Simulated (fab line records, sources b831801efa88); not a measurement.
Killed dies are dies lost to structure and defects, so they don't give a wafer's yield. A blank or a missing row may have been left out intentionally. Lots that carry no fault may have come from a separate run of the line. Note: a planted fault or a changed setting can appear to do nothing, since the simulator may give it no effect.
Comparing a struck lot with a sound one || flow sky130 || 15 steps out of a route of 708
Sound: these wafers, L233.2, L233.5, L233.6. Struck: wafers L240.1, L240.4, L240.5. The cause comes at the end.
At each step with rows: each side's tool, then ch and its chambers, then its first start. Under that, the readings that differ: sound wafers || struck wafers || difference of the means || sigmas: that difference in standard deviations of wafers without a fault.
alike: readings whose means differ by less than 2 such deviations, and words and numbers that are the same on both sides. not compared: withheld readings, readings that some wafer has no value for, bounds like >300 that may hide the same value, and numbers for which the record gives no deviation and whose values overlap.
The two part at a step that has a row with sigmas, a row that says differs or no value, or rows on one side only. Numbers that don't overlap but have no deviation are shown without sigmas and don't part them. A reading missing from all wafers of one side parts the sides only when that side holds two or more wafers.

SKY_VIA3_BOW_MEAS_03:
  sound: film metro-01 at day 39 07:50; struck: film metro-01 at day 42 03:50
  alike: VIA3_BOW
then, 8 steps without rows for these wafers: SKY_VIA3_DEHYDRATE_04 (time 60 s); SKY_VIA3_HMDS_05 (prime time 60 s); SKY_VIA3_COAT_06 (resist thk 60 nm); SKY_VIA3_COAT_07 (resist thk 450 nm); SKY_VIA3_SOFTBAKE_08 (time 90 s); SKY_VIA3_EXPOSE_09 (exposes mask VIM3, target cd 200 nm); SKY_VIA3_PEB_10; SKY_VIA3_DEVELOP_11 (develop time 60 s).
SKY_VIA3_CD_MEAS_12: the cd target is 200 nm.
  sound: cd sem-01 at day 40 07:55; struck: cd sem-02 at day 43 02:52
  alike: cd nm
SKY_VIA3_OVL_MEAS_13:
  sound: overlay-02 at day 40 08:01; struck: overlay-02 at day 43 02:59
  alike: VIA3_OVL
SKY_VIA3_ETCH_14: etches BARC in N2/H2, stops on SiO2, time 45.9 s, target depth 60 nm.
  sound on rie diel-03 ch 0,1,2, day 40 08:02; struck on rie diel-03 ch 0,2, day 43 03:01
{"reading": "bias w (W)", "sound": "100.21 99.98 100.59", "struck": "99.29 100.07 99.37", "difference": -0.68, "sigmas": -2}
  alike: drypump motor current A, oes product au, throttle valve pct
  not compared: rf hours counter h
SKY_VIA3_ETCH_15: etches SiO2 in C4F8/O2/Ar, stops on TiN, target depth 507 nm, time 78 s.
  sound on rie diel-03 ch 0,1,2, day 40 08:05; struck on rie diel-03 ch 0,2, day 43 03:04
{"reading": "bias w (W)", "sound": "1200 1202 1204", "struck": "1166 1163 1160", "difference": -39, "sigmas": -12}
  alike: oes product au
  not compared: rf hours counter h
SKY_VIA3_STRIP_16: strips in O2/N2.
  sound on plasma asher-03 ch 0,1, day 40 08:08; struck on plasma asher-01 ch 0,1, day 43 03:07
  alike: drypump motor current A, oes product au, strip time to endpoint s
  not compared: rf hours counter h
SKY_PAD_OPEN_PROBE_99:
  rows exist in the record for the sound wafers here (prober-02, day 46 07:25), none for the struck ones

WHERE THEY PART
First at SKY_VIA3_ETCH_14; last, within this record, at SKY_PAD_OPEN_PROBE_99.

WHY: what the simulator had put in
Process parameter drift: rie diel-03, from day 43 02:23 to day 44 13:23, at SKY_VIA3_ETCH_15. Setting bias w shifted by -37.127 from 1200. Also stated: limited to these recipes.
